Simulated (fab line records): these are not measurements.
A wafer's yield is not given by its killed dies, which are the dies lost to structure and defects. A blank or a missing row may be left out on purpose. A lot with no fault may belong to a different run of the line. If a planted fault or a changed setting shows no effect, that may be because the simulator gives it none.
Matching of chambers	flow sky130	SKY_VIA2_ETCH_14 on rie-diel-04 has 4 sister chambers
The step etches BARC in N2/H2, stops on SiO2, time 45.9 s, target depth 60 nm. 4 wafers are shown with their chamber, then 11 later ones without.

== WAFERS WITH THEIR CHAMBER ==
wafer	chamber	drypump-motor-current-A (A)
L084.5	2	6.3
L086.3	3	6.4
L086.5	0	5.3
L088.2	1	5.7

== WAFERS WITHOUT THEIR CHAMBER ==
wafer	drypump-motor-current-A (A)
L088.5	6.3
L088.6	6.4
L090.4	6.3
L090.5	6.4
L090.6	6.3
L092.1	6.3
L092.5	5.7
L092.6	5.2
L097.1	6.3
L097.3	5.3
L097.4	5.7

== WHICH CHAMBER EACH ONE RAN IN ==
wafer	from the rows above	in truth
L088.5	2	2
L088.6	3	3
L090.4	2	2
L090.5	3	3
L090.6	2	2
L092.1	2	2
L092.5	1	1
L092.6	0	0
L097.1	2	2
L097.3	0	0
L097.4	1	1
Correctly placed: 11 of 11. Number that these rows cannot place: 0. Wrongly placed: 0.
How it was worked out, from the rows above alone: a wafer's distance from a chamber is the root of the sum, over the readings, of the square of ((its reading less the chamber's mean) divided by the reading's scatter). If the next closest chamber is less than 2 further off than the closest, the wafer can't be placed; otherwise it belongs to the closest. For every chamber, the mean is computed from those of its wafers that are shown. The scatter: with one shown wafer a chamber, the root of the mean of the squares of how far each hidden wafer lies from its nearest shown one.
